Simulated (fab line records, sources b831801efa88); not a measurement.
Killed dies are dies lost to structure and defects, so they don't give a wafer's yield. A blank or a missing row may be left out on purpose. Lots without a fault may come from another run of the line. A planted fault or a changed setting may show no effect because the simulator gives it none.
One fault seen from 2 desks | flow sky130 | each desk has only its own numbers; what lay behind them comes last

THE TOOL OWNER'S DESK: cvd_w-01
The tool's own readings at SKY_LI_CONTACT_CVD_21 (deposits W, target thk 400 nm, time 120.56 s): means of the sampled wafers that have a number, for each lot that ran on this tool. A lot is out of limits, marked OUT, if its mean lies more than 4 standard deviations from the usual mean; the brackets give that distance.
Columns: A = heater_power_w at SKY_LI_CONTACT_CVD_21, usual 850 W
lot  | first seen here | A
L326 | day 29 20:13    | 838
L327 | day 30 03:54    | 832
L334 | day 32 04:04    | 831
L335 | day 32 15:48    | 835
L338 | day 33 09:37    | 851
L339 | day 33 18:40    | 836
L348 | day 36 12:59    | 815
This desk's finding: nothing out of limits on any of the 7 lots.

THE METROLOGY DESK
What the gauges read, lot by lot, whatever tool the lot ran on: means of the sampled wafers that have a number. A lot is out of limits, marked OUT, if its mean lies more than 4 standard deviations from the usual mean; the brackets give that distance.
Columns: A = LI_CONTACT_W_RS at SKY_LI_CONTACT_RS_MEAS_22, usual 0.284 ohm/sq; B = LI_CONTACT_W_THK at SKY_LI_CONTACT_THK_MEAS_23, usual 393 nm
lot  | first seen here | A               | B
L326 | day 29 20:20    | 0.282           | 395
L327 | day 30 04:01    | 0.278           | 408
L328 | day 30 05:59    | 0.288           | 394
L330 | day 30 23:54    | 0.285           | 395
L331 | day 31 09:05    | 0.284           | 390
L332 | day 31 21:01    | 0.291           | 387
L333 | day 32 03:25    | 0.289           | 390
L334 | day 32 04:11    | 0.282           | 399
L335 | day 32 15:56    | 0.282           | 391
L338 | day 33 09:46    | 0.351 (+13) OUT | 340 (-6.8) OUT
L339 | day 33 18:49    | 0.381 (+18) OUT | 316 (-9.8) OUT
L345 | day 35 16:27    | 0.287           | 384
L347 | day 36 06:03    | 0.287           | 394
L348 | day 36 13:07    | 0.277           | 393
This desk's finding: out of limits on L338, L339; first on L338, day 33 09:46 (LI_CONTACT_W_RS at SKY_LI_CONTACT_RS_MEAS_22). In limits: L326, L327, L328, L330, L331, L332, L333, L334, L335, L345, L347, L348.

PUT TOGETHER
The metrology desk could have raised an alarm at day 33 09:46, on L338, L339.
The tool owner's desk saw nothing out of limits.
The tool owner's desk has L338, L339 on record, within its limits.
Of the lots named, all ran SKY_LI_CONTACT_CVD_21 on cvd_w-01.

WHAT THE SIMULATOR HAD PUT IN
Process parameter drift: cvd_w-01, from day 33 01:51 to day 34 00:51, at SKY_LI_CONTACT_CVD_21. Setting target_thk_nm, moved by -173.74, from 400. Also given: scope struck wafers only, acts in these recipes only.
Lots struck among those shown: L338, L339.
Hours from the fault's start to each desk's first reading out of limits: the metrology desk, 8.
